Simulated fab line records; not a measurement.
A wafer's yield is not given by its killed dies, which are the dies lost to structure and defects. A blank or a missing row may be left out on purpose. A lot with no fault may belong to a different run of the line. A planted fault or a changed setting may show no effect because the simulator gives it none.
Chamber matching ; flow gf180mcu ; GF_V4_CMP_04 on cmp-02: 4 sister chambers
The step polishes SiO2. 4 wafers are shown with their chamber, then 7 later ones without.

## WAFERS, EACH WITH ITS CHAMBER
wafer;chamber;motor-current-A (A)
L216.1;2;13.4
L216.3;1;10.1
L216.6;0;11.3
L218.5;3;11.3

## WAFERS WITHOUT THEIR CHAMBER
wafer;motor-current-A (A)
L218.6;11.5
L220.2;11.0
L220.3;10.7
L220.5;11.2
L222.1;13.1
L222.2;11.2
L222.5;13.5

## EACH ONE'S CHAMBER
wafer;from the rows above;in truth
L218.6;can't be placed: 0 or 3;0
L220.2;can't be placed: 0 or 3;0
L220.3;can't be placed: 1 or 0 or 3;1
L220.5;can't be placed: 0 or 3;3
L222.1;2;2
L222.2;can't be placed: 0 or 3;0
L222.5;2;2
Correct placement for 2 of the 7. These rows do not allow placing 5 (true chamber among the candidates in 5). 0 placed wrongly.
How it was worked out, from the rows above alone: a wafer's distance from a chamber is the root of the sum, over the readings, of the square of ((its reading less the chamber's mean) divided by the reading's scatter). If the next closest chamber is less than 2 further off than the closest, the wafer can't be placed; otherwise it belongs to the closest. The mean given for a chamber averages the wafers shown for that chamber. The scatter (one wafer shown for each chamber): square how far every hidden wafer sits from the nearest shown wafer, average those squares and take the square root.
